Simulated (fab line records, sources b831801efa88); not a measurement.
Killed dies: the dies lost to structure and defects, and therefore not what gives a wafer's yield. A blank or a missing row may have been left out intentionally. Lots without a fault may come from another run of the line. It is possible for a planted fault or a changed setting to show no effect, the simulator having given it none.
Which tool is to blame? -- flow sky130 -- 33 wafers sampled from 11 lots at 1 step of a route of 708

## WHAT THE GAUGES READ, wafer by wafer
SKY_VIA3_OVL_MEAS_13.
lot,measured,on,VIA3_OVL (nm)
L975,day 39 06:05,overlay-01,11 9 20
L977,day 40 13:08,overlay-02,15 4 2
L979,day 40 19:20,overlay-02,7 4 10
L980,day 41 04:47,overlay-01,8 7 8
L981,day 41 15:20,overlay-01,3 9 5
L982,day 41 21:08,overlay-02,10 -1 8
L987,day 42 23:35,overlay-02,10 2 4
L986,day 43 01:05,overlay-02,6 -2 2
L990,day 44 04:20,overlay-02,4 0 6
L995,day 45 18:29,overlay-01,5 7 3
L998,day 46 04:36,overlay-02,5 -2 -9

## EACH LOT AND THE TOOL THAT RAN IT (in order: tool; ch and the chambers of the sampled wafers; start)
There is no process step in the record ahead of these readings.

## AS READ BY THE TOOLS THEMSELVES (means over the sampled wafers that have a number; for cases with no such wafer, the mark the record gives instead)
The record holds no such reading with a usual standard deviation.

## THE ANSWER, worked out from the rows above alone
Rule: what is usual is taken from the lots themselves. The widest of any qualifying gaps counts: lots, ordered by their means at a reading, are off when they make up no more than a third of the lots, leave a main group of 4 or more, and stand apart from it by 3 or more times the standard deviation of that group's means. A main group is skipped when, at the precision printed for the reading in the tables above, its means are all equal. A lot without any number at a reading at which 4 lots or more have one is off too. The other lots that the step has rows for count as sound. Order of review: gauges by route order, followed by the tools' own readings, for which a lot's mean as printed above is used. The first step at which some lot is off is used, and at that step the reading that is off furthest; a lot without a number counts as furthest.
No lot is off on any of the readings shown, so nothing can be concluded from this.

## WHAT THE SIMULATOR HAD PUT IN
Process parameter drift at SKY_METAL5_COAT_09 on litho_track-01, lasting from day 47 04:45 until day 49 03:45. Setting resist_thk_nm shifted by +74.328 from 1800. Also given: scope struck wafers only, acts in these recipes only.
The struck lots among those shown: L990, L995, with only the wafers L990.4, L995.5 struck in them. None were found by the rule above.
